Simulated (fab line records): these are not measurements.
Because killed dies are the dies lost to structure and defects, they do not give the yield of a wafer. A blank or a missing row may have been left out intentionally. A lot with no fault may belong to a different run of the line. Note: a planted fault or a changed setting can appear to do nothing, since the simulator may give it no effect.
fab line records ; flow sky130
[record] lots = 6; wafers = 18; last-day = 49
route steps=708 shown SONOS_ONO@172 GATE_OXIDE@187 POLY_GATE@204 RES_PROTECT@206 PAD_OPEN@708
lots that met no fault: from a run of the same line without faults
start-h: hours from the record's opening day to when the first of the lot's shown wafers began ; wait-h: hours from the lot's prior step to this one ; " identical to the entry in the row above ; L1.1+2: a row that stands for several wafers ; - either no value or no given start ; * or withheld: withheld ; < > ~ a bound
route shown NAME@n: names a module that has steps shown in the file, with the first one's number in the route ; usual: mean/standard deviation taken from wafers without a fault ; same: alike in all rows ; chamber/n: place in a boat ; sites: readings site by site ; _std_site: standard deviation of those values ; _edge_site: outer sites' mean less inner sites' ; radius-mm: how far each site lies from the wafer's centre ; mask NAME#n: copy n ; behind: the last tool/chamber to shape the wafer ; hold: what put the lot on hold/how long, in hours/how the hold closed ; device: transistor that didn't switch, given as n, p or np ; end of line: at the end of the route, the tests of the same wafers ; where a step has no rows: the recipe by itself ; killed: the dies lost at the first sort to structure and to defects; this is not the yield of the wafer ; map: per-die view of a wafer (x killed, . not killed, _ where there is no die)
set.NAME: the setting the step ran with; set.NAME@STEP: the setting that earlier step ran with ; model.NAME: the simulator's own value behind a step, which no gauge read
lots at some steps of the route; a table a step, a row a wafer
services: the hour from which a tool's chamber was out of use, counted from the record's first day as start-h (under 0 if before that day), plus the number of hours and why
[[steps]]
[step SKY_SONOS_ONO_CVD_04]
[recipe] material = SiO2; precursor = SiH4/N2O; target-thk-nm = 5.7199; temp-c = 900; pressure-mtorr = 400
[step SKY_SONOS_ONO_THK_MEAS_05]
[recipe] reads = SiO2_of_SONOS_ONO_CVD_04
[usual] SONOS_ONO_CVD_04_THK = 5.78/0.099
lot.wafer;tool;chamber;start-h;wait-h;SONOS_ONO_CVD_04_THK[nm]
L501.1;film-metro-03;-;277.68;0.0;5.66
L501.2;film-metro-03;-;277.68;0.0;5.78
L501.3;film-metro-03;-;277.68;0.0;5.59
L510.2;film-metro-03;-;346.64;0.0;5.66
L510.4;film-metro-03;-;346.64;0.0;5.84
L510.5;film-metro-03;-;346.64;0.0;5.73
L509.3;film-metro-02;-;346.65;0.0;5.65
L509.5;film-metro-02;-;346.65;0.0;5.66
L509.6;film-metro-02;-;346.65;0.0;5.78
L511.1;film-metro-04;-;360.06;0.0;5.62
L511.3;film-metro-04;-;360.06;0.0;5.71
L511.5;film-metro-04;-;360.06;0.0;5.79
L517.1;film-metro-03;-;407.01;0.0;5.91
L517.4;film-metro-03;-;407.01;0.0;6.00
L517.5;film-metro-03;-;407.01;0.0;5.87
L518.4;film-metro-04;-;417.36;0.0;5.83
L518.5;film-metro-04;-;417.36;0.0;5.85
L518.6;film-metro-04;-;417.36;0.0;5.80
[step SKY_SONOS_ONO_DEHYDRATE_06]
[recipe] temp-c = 200; time-s = 60
[step SKY_SONOS_ONO_HMDS_07]
[recipe] prime-time-s = 60; prime-temp-c = 120
[step SKY_SONOS_ONO_COAT_08]
[recipe] resist = NOVOLAK; spin-rpm = 3000; resist-thk-nm = 1140
[step SKY_SONOS_ONO_SOFTBAKE_09]
[recipe] temp-c = 90; time-s = 60; resist = NOVOLAK
[step SKY_SONOS_ONO_EXPOSE_10]
[recipe] mask-id = ONOM; target-cd-nm = 410; na = 0.6; source-shape = conventional; sigma-outer = 0.6; dose-mj = 150
[step SKY_SONOS_ONO_PEB_11]
[recipe] temp-c = withheld; time-s = *; resist = NOVOLAK
[step SKY_SONOS_ONO_DEVELOP_12]
[recipe] develop-time-s = 60; dev-temp-c = 23
[step SKY_SONOS_ONO_CD_MEAS_13]
[recipe] target-cd-nm = 410
[usual] cd-nm = 410.1/2.1
lot.wafer;tool;chamber;start-h;wait-h;cd-nm
L501.1;cd-sem-01;-;302.48;0.1;410.9
L501.2;cd-sem-01;-;302.48;0.1;409.8
L501.3;cd-sem-01;-;302.48;0.1;412.8
L510.2;cd-sem-01;-;373.84;0.1;408.6
L510.4;cd-sem-01;-;373.84;0.1;408.6
L510.5;cd-sem-01;-;373.84;0.1;409.6
L509.3;cd-sem-01;-;374.16;0.1;405.1
L509.5;cd-sem-01;-;374.16;0.1;407.2
L509.6;cd-sem-01;-;374.16;0.1;406.2
L511.1;cd-sem-02;-;388.08;0.1;408.2
L511.3;cd-sem-02;-;388.08;0.1;408.9
L511.5;cd-sem-02;-;388.08;0.1;405.9
L517.1;cd-sem-01;-;436.61;0.1;408.2
L517.4;cd-sem-01;-;436.61;0.1;406.7
L517.5;cd-sem-01;-;436.61;0.1;410.4
L518.4;cd-sem-01;-;448.17;0.1;408.1
L518.5;cd-sem-01;-;448.17;0.1;409.4
L518.6;cd-sem-01;-;448.17;0.1;408.8
[step SKY_SONOS_ONO_OVL_MEAS_14]
[usual] SONOS_ONO_OVL = 0.1/1.8
lot.wafer;tool;chamber;start-h;wait-h;SONOS_ONO_OVL[nm]
L501.1;overlay-01;-;302.60;0.1;-0.7
L501.2;overlay-01;-;302.60;0.1;-3.4
L501.3;overlay-01;-;302.60;0.1;-0.7
L510.2;overlay-01;-;373.94;0.1;0.7
L510.4;overlay-01;-;373.94;0.1;1.1
L510.5;overlay-01;-;373.94;0.1;2.2
L509.3;overlay-02;-;374.25;0.1;0.3
L509.5;overlay-02;-;374.25;0.1;0.1
L509.6;overlay-02;-;374.25;0.1;-0.4
L511.1;overlay-02;-;388.20;0.1;2.3
L511.3;overlay-02;-;388.20;0.1;1.1
L511.5;overlay-02;-;388.20;0.1;2.0
L517.1;overlay-02;-;436.73;0.1;1.8
L517.4;overlay-02;-;436.73;0.1;0.8
L517.5;overlay-02;-;436.73;0.1;2.4
L518.4;overlay-01;-;448.25;0.1;-2.2
L518.5;overlay-01;-;448.25;0.1;-3.7
L518.6;overlay-01;-;448.25;0.1;-3.7
[step SKY_SONOS_ONO_ETCH_15]
[recipe] target-depth-nm = 19.52; chemistry = CHF3/O2; source-w = 600; bias-w = 200; pressure-mtorr = 40; chf3-flow-sccm = 50; O2_flow_sccm = 5; time-s = 7.8
[usual] drypump-motor-current-A = 5.5/0.37; oes-product-au = 1.002/0.0077; throttle-valve-pct = 8.825/0.0093
lot.wafer;tool;chamber;start-h;wait-h;drypump-motor-current-A;oes-product-au;rf-hours-counter-h;throttle-valve-pct
L501.1;rie-diel-04;3;302.64;0.0;4.7;1.014;20;8.823
L501.2;rie-diel-04;1;302.64;0.0;5.7;0.998;112;8.842
L501.3;rie-diel-04;0;302.64;0.0;5.7;1.002;94;8.852
L510.2;rie-diel-03;3;373.97;0.0;5.2;1.015;86;8.800
L510.4;rie-diel-03;0;373.97;0.0;5.6;0.996;-;8.830
L510.5;rie-diel-03;3;373.97;0.0;5.2;0.998;-;8.835
L509.3;rie-diel-04;3;374.27;0.0;4.7;1.008;21;8.832
L509.5;rie-diel-04;2;374.27;0.0;5.6;0.996;-;8.830
L509.6;rie-diel-04;3;374.27;0.0;4.7;1.012;-;8.838
L511.1;rie-diel-04;2;388.24;0.0;5.6;0.997;3;8.828
L511.3;rie-diel-04;0;388.24;0.0;5.7;1.012;96;8.828
L511.5;rie-diel-04;3;388.24;0.0;4.7;1.001;-;8.828
L517.1;rie-diel-03;3;436.77;0.0;5.2;1.000;88;8.824
L517.4;rie-diel-03;2;436.77;0.0;5.5;1.002;-;8.835
L517.5;rie-diel-03;0;436.77;0.0;5.6;1.000;-;8.824
L518.4;rie-diel-03;2;448.27;0.0;5.5;1.006;4;8.817
L518.5;rie-diel-03;2;448.27;0.0;5.5;1.016;-;8.830
L518.6;rie-diel-03;1;448.27;0.0;5.1;1.011;-;8.824
[step SKY_SONOS_ONO_WET_ETCH_16]
[recipe] chemistry = dHF; target-depth-nm = 14; dry = n2-spin; target = SiO2; dilution = 100:1; temp-c = 25; time-s = 292.8
lot.wafer;tool;chamber;start-h;wait-h
L501.1+2+3;wet-bench-02;1;302.66;0.0
L510.2+4+5;wet-bench-04;2;373.99;0.0
L509.3+5+6;wet-bench-04;3;374.30;0.0
L511.1+3+5;wet-bench-03;1;388.26;0.0
L517.1+4+5;wet-bench-02;0;436.79;0.0
L518.4+5+6;wet-bench-02;3;448.29;0.0
[step SKY_SONOS_ONO_STRIP_17]
[recipe] chemistry = O2/N2; power-w = 1400; pressure-mtorr = 1500; platen-temp-c = withheld; o2-flow-sccm = 3000; n2-flow-sccm = 300; overash-fraction = 0.5
[usual] drypump-motor-current-A = 5.9/0.45; oes-product-au = 0.709/0.0051; strip-time-to-endpoint-s = 14.10/0.04
lot.wafer;tool;chamber;start-h;wait-h;drypump-motor-current-A;oes-product-au;rf-hours-counter-h;strip-time-to-endpoint-s
L501.1;plasma-asher-02;1;302.75;0.0;6.3;0.716;47;14.12
L501.2;plasma-asher-02;0;302.75;0.0;6.1;0.704;47;14.08
L501.3;plasma-asher-02;1;302.75;0.0;6.2;0.700;-;14.09
L510.2;plasma-asher-04;1;374.09;0.0;5.6;0.713;25;14.05
L510.4;plasma-asher-04;0;374.09;0.0;5.1;0.711;-;14.12
L510.5;plasma-asher-04;1;374.09;0.0;5.6;0.707;-;14.08
L509.3;plasma-asher-02;1;374.42;0.0;6.3;0.710;-;14.08
L509.5;plasma-asher-02;0;374.42;0.0;6.1;0.702;-;14.08
L509.6;plasma-asher-02;1;374.42;0.0;6.2;0.708;-;14.03
L511.1;plasma-asher-03;1;388.35;0.0;6.4;0.715;67;14.15
L511.3;plasma-asher-03;0;388.35;0.0;5.5;0.712;-;14.15
L511.5;plasma-asher-03;0;388.35;0.0;5.5;0.709;-;14.15
L517.1;plasma-asher-02;1;436.88;0.0;6.2;0.710;61;14.14
L517.4;plasma-asher-02;1;436.88;0.0;6.2;0.707;-;14.11
L517.5;plasma-asher-02;0;436.88;0.0;6.1;0.713;-;14.12
L518.4;plasma-asher-03;0;448.41;0.0;5.4;0.710;-;14.06
L518.5;plasma-asher-03;1;448.41;0.0;6.5;0.703;-;14.13
L518.6;plasma-asher-03;0;448.41;0.0;5.4;0.716;-;14.10
[step SKY_SONOS_ONO_WET_ETCH_18]
[recipe] chemistry = H3PO4; target-depth-nm = 15; target = Si3N4; temp-c = 160; time-s = 172
[step SKY_GATE_OXIDE_CLEAN_00]
[recipe] chemistry = SC1/SC2; mix = 1:4:20; temp-c = 70; time-s = 150; dry = n2-spin
[step SKY_GATE_OXIDE_OXIDATION_01]
[recipe] temp-c = 900; ambient = O2; stabilise-s = 600; purge-s = 300; target-thk-a = 102.68; ox-time-s = 1473
[step SKY_GATE_OXIDE_THK_MEAS_02]
[recipe] reads = SiO2_of_GATE_OXIDE_OXIDATION_01
[usual] GATE_OXIDE_OXIDATION_00_THK = 10.25/0.16
lot.wafer;tool;chamber;start-h;wait-h;GATE_OXIDE_OXIDATION_00_THK[nm]
L501.1;film-metro-03;-;306.03;0.0;10.19
L501.2;film-metro-03;-;306.03;0.0;10.21
L501.3;film-metro-03;-;306.03;0.0;10.32
L510.2;film-metro-03;-;375.72;0.0;9.96
L510.4;film-metro-03;-;375.72;0.0;10.22
L510.5;film-metro-03;-;375.72;0.0;9.96
L509.3;film-metro-04;-;377.18;0.0;10.14
L509.5;film-metro-04;-;377.18;0.0;10.34
L509.6;film-metro-04;-;377.18;0.0;10.43
L511.1;film-metro-01;-;390.56;0.0;10.26
L511.3;film-metro-01;-;390.56;0.0;10.28
L511.5;film-metro-01;-;390.56;0.0;10.45
L517.1;film-metro-04;-;438.58;0.0;10.67
L517.4;film-metro-04;-;438.58;0.0;10.53
L517.5;film-metro-04;-;438.58;0.0;10.62
L518.4;film-metro-03;-;450.02;0.0;10.08
L518.5;film-metro-03;-;450.02;0.0;10.10
L518.6;film-metro-03;-;450.02;0.0;10.05
[step SKY_GATE_OXIDE_DEHYDRATE_03]
[recipe] temp-c = 200; time-s = 60
[step SKY_GATE_OXIDE_HMDS_04]
[recipe] prime-time-s = 60; prime-temp-c = 120
[step SKY_GATE_OXIDE_COAT_05]
[recipe] resist = NOVOLAK; spin-rpm = 3000; resist-thk-nm = 1140
[step SKY_GATE_OXIDE_SOFTBAKE_06]
[recipe] temp-c = 90; time-s = 60; resist = NOVOLAK
[step SKY_GATE_OXIDE_EXPOSE_07]
[recipe] mask-id = LVOM; na = 0.6; source-shape = conventional; sigma-outer = 0.6; polarization = unpolarized; target-cd-nm = 600; dose-mj = 170
[step SKY_GATE_OXIDE_PEB_08]
[recipe] temp-c = withheld; time-s = *; resist = NOVOLAK
[step SKY_GATE_OXIDE_DEVELOP_09]
[recipe] resist = NOVOLAK; developer = TMAH; develop-time-s = 60; dev-temp-c = 23.77
[step SKY_GATE_OXIDE_OVL_MEAS_10]
[usual] GATE_OXIDE_OVL = 0.1/1.6
lot.wafer;tool;chamber;start-h;wait-h;GATE_OXIDE_OVL[nm]
L501.1;overlay-02;-;332.28;0.1;0.1
L501.2;overlay-02;-;332.28;0.1;0.0
L501.3;overlay-02;-;332.28;0.1;-0.9
L510.2;overlay-02;-;404.08;0.1;1.3
L510.4;overlay-02;-;404.08;0.1;1.1
L510.5;overlay-02;-;404.08;0.1;0.3
L509.3;overlay-01;-;406.64;0.1;-1.5
L509.5;overlay-01;-;406.64;0.1;-1.2
L509.6;overlay-01;-;406.64;0.1;-1.2
L511.1;overlay-01;-;419.73;0.1;0.5
L511.3;overlay-01;-;419.73;0.1;0.0
L511.5;overlay-01;-;419.73;0.1;0.3
L517.1;overlay-01;-;469.46;0.1;1.6
L517.4;overlay-01;-;469.46;0.1;0.9
L517.5;overlay-01;-;469.46;0.1;-0.5
L518.4;overlay-01;-;480.63;0.1;-0.2
L518.5;overlay-01;-;480.63;0.1;0.1
L518.6;overlay-01;-;480.63;0.1;-1.7
[step SKY_GATE_OXIDE_IMPLANT_11]
[recipe] species = B; energy-kev = 10; dose-cm2 = 2.6e+12; tilt-deg = withheld
[step SKY_GATE_OXIDE_WET_ETCH_12]
[recipe] chemistry = dHF; target-depth-nm = 16.8; dry = n2-spin; target = SiO2; dilution = 100:1; temp-c = 25; time-s = 336
[step SKY_GATE_OXIDE_STRIP_13]
[recipe] chemistry = O2/N2; power-w = 1400; pressure-mtorr = 1500; platen-temp-c = withheld; o2-flow-sccm = 3000; n2-flow-sccm = 300; overash-fraction = 0.5
[usual] drypump-motor-current-A = 5.7/0.48; oes-product-au = 0.716/0.005; strip-time-to-endpoint-s = 14.18/0.044
lot.wafer;tool;chamber;start-h;wait-h;drypump-motor-current-A;oes-product-au;rf-hours-counter-h;strip-time-to-endpoint-s
L501.1;plasma-asher-03;1;332.58;0.0;6.4;0.716;62;14.08
L501.2;plasma-asher-03;0;332.58;0.0;5.5;0.714;62;14.11
L501.3;plasma-asher-03;1;332.58;0.0;6.4;0.715;-;14.13
L510.2;plasma-asher-03;0;404.37;0.0;5.4;0.716;67;14.14
L510.4;plasma-asher-03;0;404.37;0.0;5.5;0.718;-;14.18
L510.5;plasma-asher-03;1;404.37;0.0;6.4;0.718;-;14.15
L509.3;plasma-asher-01;1;406.95;0.0;5.6;0.734;-;14.15
L509.5;plasma-asher-01;1;406.95;0.0;5.6;0.718;-;14.18
L509.6;plasma-asher-01;0;406.95;0.0;6.2;0.715;-;14.19
L511.1;plasma-asher-03;0;420.02;0.0;5.4;0.717;69;14.09
L511.3;plasma-asher-03;1;420.02;0.0;6.4;0.719;-;14.09
L511.5;plasma-asher-03;0;420.02;0.0;5.5;0.712;-;14.14
L517.1;plasma-asher-03;0;469.75;0.0;5.4;0.716;75;14.15
L517.4;plasma-asher-03;0;469.75;0.0;5.5;0.712;-;14.18
L517.5;plasma-asher-03;0;469.75;0.0;5.4;0.727;-;14.24
L518.4;plasma-asher-01;1;480.93;0.0;5.6;0.708;-;14.19
L518.5;plasma-asher-01;0;480.93;0.0;6.3;0.701;-;14.20
L518.6;plasma-asher-01;1;480.93;0.0;5.6;0.714;-;14.15
[step SKY_GATE_OXIDE_TW_MEAS_14]
[usual] GATE_OXIDE_TW = 226.1/1.9
lot.wafer;tool;chamber;start-h;wait-h;GATE_OXIDE_TW
L501.1;film-metro-04;-;332.68;0.1;222.8
L501.2;film-metro-04;-;332.68;0.1;223.9
L501.3;film-metro-04;-;332.68;0.1;223.7
L510.2;film-metro-01;-;404.48;0.1;226.1
L510.4;film-metro-01;-;404.48;0.1;225.7
L510.5;film-metro-01;-;404.48;0.1;226.2
L509.3;film-metro-01;-;407.04;0.1;226.0
L509.5;film-metro-01;-;407.04;0.1;225.9
L509.6;film-metro-01;-;407.04;0.1;225.3
L511.1;film-metro-01;-;420.12;0.1;226.2
L511.3;film-metro-01;-;420.12;0.1;226.0
L511.5;film-metro-01;-;420.12;0.1;224.9
L517.1;film-metro-01;-;469.85;0.1;226.0
L517.4;film-metro-01;-;469.85;0.1;227.1
L517.5;film-metro-01;-;469.85;0.1;227.2
L518.4;film-metro-04;-;481.03;0.1;223.0
L518.5;film-metro-04;-;481.03;0.1;223.0
L518.6;film-metro-04;-;481.03;0.1;223.6
[step SKY_GATE_OXIDE_CLEAN_15]
[recipe] chemistry = SC1/SC2; mix = 1:4:20; temp-c = 70; time-s = 150; dry = n2-spin
[step SKY_GATE_OXIDE_OXIDATION_16]
[recipe] temp-c = 800; ambient = O2; idle-temp-c = 700; ramp-up-c-per-min = 10; ramp-down-c-per-min = 3; stabilise-s = 600; purge-s = 300; target-thk-a = 35.7; ox-time-s = 1915
[step SKY_POLY_GATE_CVD_00]
[recipe] material = poly-Si; target-thk-nm = 180; temp-c = 620; time-s = 720; pressure-mtorr = 200
[step SKY_POLY_GATE_THK_MEAS_01]
[recipe] reads = poly-Si_of_POLY_GATE_CVD_00
[usual] POLY_GATE_CVD_00_THK = 178.6/1.8
lot.wafer;tool;chamber;start-h;wait-h;POLY_GATE_CVD_00_THK[nm]
L501.1;film-metro-02;-;335.99;0.0;180.0
L501.2;film-metro-02;-;335.99;0.0;181.9
L501.3;film-metro-02;-;335.99;0.0;181.1
L510.2;film-metro-02;-;407.93;0.0;178.8
L510.4;film-metro-02;-;407.93;0.0;178.5
L510.5;film-metro-02;-;407.93;0.0;178.2
L509.3;film-metro-04;-;412.38;0.0;180.7
L509.5;film-metro-04;-;412.38;0.0;179.7
L509.6;film-metro-04;-;412.38;0.0;178.0
L511.1;film-metro-04;-;424.08;0.0;179.1
L511.3;film-metro-04;-;424.08;0.0;179.4
L511.5;film-metro-04;-;424.08;0.0;179.0
L517.1;film-metro-02;-;473.61;0.0;179.0
L517.4;film-metro-02;-;473.61;0.0;178.8
L517.5;film-metro-02;-;473.61;0.0;177.7
L518.4;film-metro-04;-;483.93;0.0;179.2
L518.5;film-metro-04;-;483.93;0.0;179.9
L518.6;film-metro-04;-;483.93;0.0;179.5
[step SKY_RES_PROTECT_DEHYDRATE_00]
[recipe] temp-c = 200; time-s = 60
[step SKY_RES_PROTECT_HMDS_01]
[recipe] prime-time-s = 60; prime-temp-c = 120
[step SKY_RES_PROTECT_COAT_02]
[recipe] resist = NOVOLAK; spin-rpm = 3000; resist-thk-nm = 1140
[step SKY_RES_PROTECT_SOFTBAKE_03]
[recipe] temp-c = 90; time-s = 60; resist = NOVOLAK
[step SKY_RES_PROTECT_EXPOSE_04]
[recipe] mask-id = RPM; na = 0.6; source-shape = conventional; sigma-outer = 0.6; polarization = unpolarized; target-cd-nm = 1270; dose-mj = 131
[step SKY_RES_PROTECT_PEB_05]
[recipe] temp-c = withheld; time-s = *; resist = NOVOLAK
[step SKY_RES_PROTECT_DEVELOP_06]
[recipe] resist = NOVOLAK; developer = TMAH; develop-time-s = 60; dev-temp-c = 23
[step SKY_POLY_GATE_IMPLANT_02]
[recipe] species = P; energy-kev = 30; dose-cm2 = 7.7e+15; tilt-deg = 0
[step SKY_PAD_OPEN_PROBE_99]
[usual] killed_at_M0_to_M3 = 45/6.9; killed_at_M4_up = 3.2/1.8; killed-at-contacts = 25/5.3; killed-at-front-end = 16/4.3; killed-at-other = 0.2/0.52; killed-dies = 88/8.7; killed-open = 48/6.5; killed-short = 40/6
[same] gross-dies = 492; killed-at-back-side = 0
lot.wafer;tool;chamber;start-h;wait-h;killed_at_M0_to_M3;killed_at_M4_up;killed-at-contacts;killed-at-front-end;killed-at-other;killed-dies;killed-open;killed-short
L501.1;prober-02;-;1095.32;0.1;58;1;24;16;0;99;53;46
L501.2;prober-02;-;1095.37;0.1;47;6;15;13;0;81;44;37
L501.3;prober-02;-;1095.42;0.2;45;2;23;19;0;89;48;41
L509.3;prober-01;-;1151.84;0.2;52;3;20;19;0;94;56;37
L509.5;prober-01;-;1151.94;0.2;36;0;20;19;0;75;43;31
L509.6;prober-01;-;1151.99;0.2;39;4;20;17;0;80;45;34
L517.1;prober-02;-;1183.05;0.1;49;3;18;75;0;145;41;41
L517.4;prober-02;-;1183.20;0.2;44;3;27;84;3;161;43;50
L517.5;prober-02;-;1183.25;0.2;57;1;21;83;1;163;51;53
L518.4;prober-01;-;1183.59;0.2;41;2;19;71;0;133;43;33
L518.5;prober-01;-;1183.64;0.2;40;1;19;75;0;135;37;40
L518.6;prober-01;-;1183.69;0.2;36;4;27;73;0;140;39;37
// killed by level:class
L501.1 VIA2:geometric-particle:open=13 VIA1:geometric-particle:open=12 CONTACT:geometric-particle:open=7 CONTACT:geometric-particle:short=7 VIA1:geometric-particle:short=7 POLY_GATE:geometric-particle:short=6 METAL1:geometric-particle:short=6 POLY_GATE:geometric-particle:open=5
L501.2 VIA1:geometric-particle:open=13 VIA2:geometric-particle:open=9 VIA3:geometric-particle:open=7 POLY_GATE:geometric-particle:short=6 LI_CONTACT:geometric-particle:open=5 VIA1:geometric-particle:short=5 FIELD_ISO:geometric-particle:open=4 METAL1:geometric-particle:short=4
L501.3 LI_CONTACT:geometric-particle:open=9 VIA1:geometric-particle:open=8 VIA3:geometric-particle:open=8 FIELD_ISO:geometric-particle:short=6 CONTACT:geometric-particle:open=6 METAL2:geometric-particle:short=6 VIA2:geometric-particle:open=6 POLY_GATE:geometric-particle:short=5
L509.3 VIA1:geometric-particle:open=11 VIA3:geometric-particle:open=10 VIA3:geometric-particle:short=8 CONTACT:geometric-particle:open=7 LI_CONTACT:geometric-particle:open=7 VIA2:geometric-particle:open=7 FIELD_ISO:geometric-particle:open=6 POLY_GATE:geometric-particle:short=6
L509.5 CONTACT:geometric-particle:open=8 VIA3:geometric-particle:short=7 CONTACT:geometric-particle:short=6 VIA1:geometric-particle:open=6 VIA2:geometric-particle:open=6 POLY_GATE:geometric-particle:open=5 SPACER:geometric-particle:open=5 VIA3:geometric-particle:open=5
L509.6 VIA3:geometric-particle:open=11 VIA1:geometric-particle:open=11 CONTACT:geometric-particle:open=7 VIA2:geometric-particle:open=6 POLY_GATE:geometric-particle:open=4 SPACER:geometric-particle:short=4 METAL2:geometric-particle:short=4 FIELD_ISO:geometric-particle:short=3
L517.1 SONOS_ONO:unspecified=63 METAL2:geometric-particle:short=13 VIA1:geometric-particle:open=9 VIA3:geometric-particle:open=8 CONTACT:geometric-particle:open=7 LI_CONTACT:geometric-particle:open=5 POLY_GATE:geometric-particle:short=4 METAL1:geometric-particle:short=4
L517.4 SONOS_ONO:unspecified=67 CONTACT:geometric-particle:short=8 CONTACT:geometric-particle:open=8 METAL1:geometric-particle:short=8 FIELD_ISO:geometric-particle:short=7 VIA1:geometric-particle:open=7 VIA2:geometric-particle:open=6 VIA3:geometric-particle:open=6
L517.5 SONOS_ONO:unspecified=58 VIA1:geometric-particle:open=12 METAL1:geometric-particle:short=10 FIELD_ISO:geometric-particle:short=8 VIA3:geometric-particle:open=7 FIELD_ISO:geometric-particle:open=6 VIA2:geometric-particle:open=6 LI_CONTACT:geometric-particle:open=6
L518.4 SONOS_ONO:unspecified=57 CONTACT:geometric-particle:open=9 VIA3:geometric-particle:open=9 VIA1:geometric-particle:open=7 VIA3:geometric-particle:short=5 POLY_GATE:geometric-particle:open=5 VIA2:geometric-particle:open=5 METAL1:geometric-particle:short=5
L518.5 SONOS_ONO:unspecified=58 CONTACT:geometric-particle:open=10 METAL2:geometric-particle:short=7 POLY_GATE:geometric-particle:short=6 VIA1:geometric-particle:open=6 VIA3:geometric-particle:open=5 FIELD_ISO:geometric-particle:open=4 VIA3:geometric-particle:short=4
L518.6 SONOS_ONO:unspecified=64 CONTACT:geometric-particle:open=15 METAL2:geometric-particle:short=7 METAL3:geometric-particle:short=6 VIA2:geometric-particle:open=5 VIA3:geometric-particle:open=4 LOCAL_INTERCONNECT:geometric-particle:short=4 CONTACT:geometric-particle:short=4
// map L517.5 (x killed, . not)
__________.x........_________
________xx.....x.x.x.._______
______........xx.....xxx_____
_____..x...xxxxxx.x......____
____.x..x.xxxx.x......xx..___
___x.xxx.x.............x...__
__xx.xx.x.x................._
_..xxxxxxxx..x....xx.x.x.x...
_..xxxxxxxxx..x...x........x.
_.xxxxxxxxxx........x...x.x..
_.xxxxxxxxxxx..x...xxx.xxxx..
_.xxxxxxxxx.xx.x.............
_.x.xxxxxxx............xx...x
_x..x.x.xx.xx...............x
_..x.x.x..x..x..x............
__....x.x...x.......xxx.xx.x_
___x..........xx..x....xx..__
____............x......x..___
_____....x..x.x......xxx.____
______................x._____
________....x..x...x.._______
__________.........x_________
// map L518.6 (x killed, . not)
__________.......x.._________
________x..x.........x_______
______...x.........x..x._____
_____.x...x..xx...x......____
____.........xx......x....___
___....x.....x.x...x...x...__
__.x..................x....x_
_x...x.........xx....x...x..x
_...x...x.x.xx......xx......x
_.....x........xx....xx......
_......x........x.x..........
_....x.......x...x..x...x....
_x....x...x....x....xxx.xx...
_x.....x..........xxxxxxxxxx.
_...x.....x....x.x.xxxxxxxxxx
__.........x...x.xxxxxxxxxxx_
___x...x...x..x..xxxxxxxxxx__
____...x.x.....x.xxxxxxxxx___
_____.........x....xxxxxx____
______..x........x..xxxx_____
________..x.......x..._______
__________.........._________
[[services]]
tool;chamber;start-h;hours;kind
plasma-asher-02;-;283.88;7.5;repair
rie-diel-04;-;284.73;3.9;repair
rie-diel-03;-;308.30;0.1;repair
plasma-asher-03;-;312.53;0.6;repair
plasma-asher-04;-;348.37;1.6;repair
rie-diel-04;1;350.53;14.9;repair
rie-diel-03;2;371.80;21.3;repair
plasma-asher-03;-;372.71;4.4;repair
rie-diel-04;1;378.33;-;clean
rie-diel-04;1;378.33;17.8;scheduled-down
rie-diel-04;1;378.33;17.8;vent-cycle
rie-diel-04;-;382.64;2.1;repair
plasma-asher-03;-;396.14;8.0;repair
plasma-asher-01;-;421.25;9.0;pm
plasma-asher-01;0;421.25;9.0;vent-cycle
plasma-asher-01;1;421.25;9.0;vent-cycle
plasma-asher-02;-;425.63;6.0;repair
plasma-asher-01;0;430.25;-;clean
rie-diel-03;1;430.41;9.2;repair
rie-diel-03;1;464.68;36.7;repair
rie-diel-04;0;464.87;-;clean
rie-diel-04;0;464.87;24.9;scheduled-down
rie-diel-04;0;464.87;24.9;vent-cycle
rie-diel-04;1;468.04;5.0;repair
[[key]]
[first-sign] step = SKY_PAD_OPEN_PROBE_99; reading = killed-at-front-end; direction = up; sigmas = 14; usual = 16; struck = 77
[effect] step = SKY_PAD_OPEN_PROBE_99; reading = killed-dies; direction = up; sigmas = 6.6; usual = 88; struck = 146
met-at SKY_SONOS_ONO_WET_ETCH_16
struck-wafers L517.1,L517.4,L517.5,L518.4,L518.5,L518.6
tester-left-out L517,L518
onset-between 302.66 436.79
also-fits time
[fault] kind = chamber-particle-source; tool = wet-bench-02; chamber = -; onset-h = 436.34; steps = SKY_SONOS_ONO_WET_ETCH_16; rate-per-visit-cm2 = 1.4985; end-h = 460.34
// tester-left-out: of these lots the tester's yield and bins aren't shown, on N5 and GAA mostly nor the transistor test; their killed dies are dies lost to structure and defects alone, not to doping, threshold or leakage, so they don't give the yield
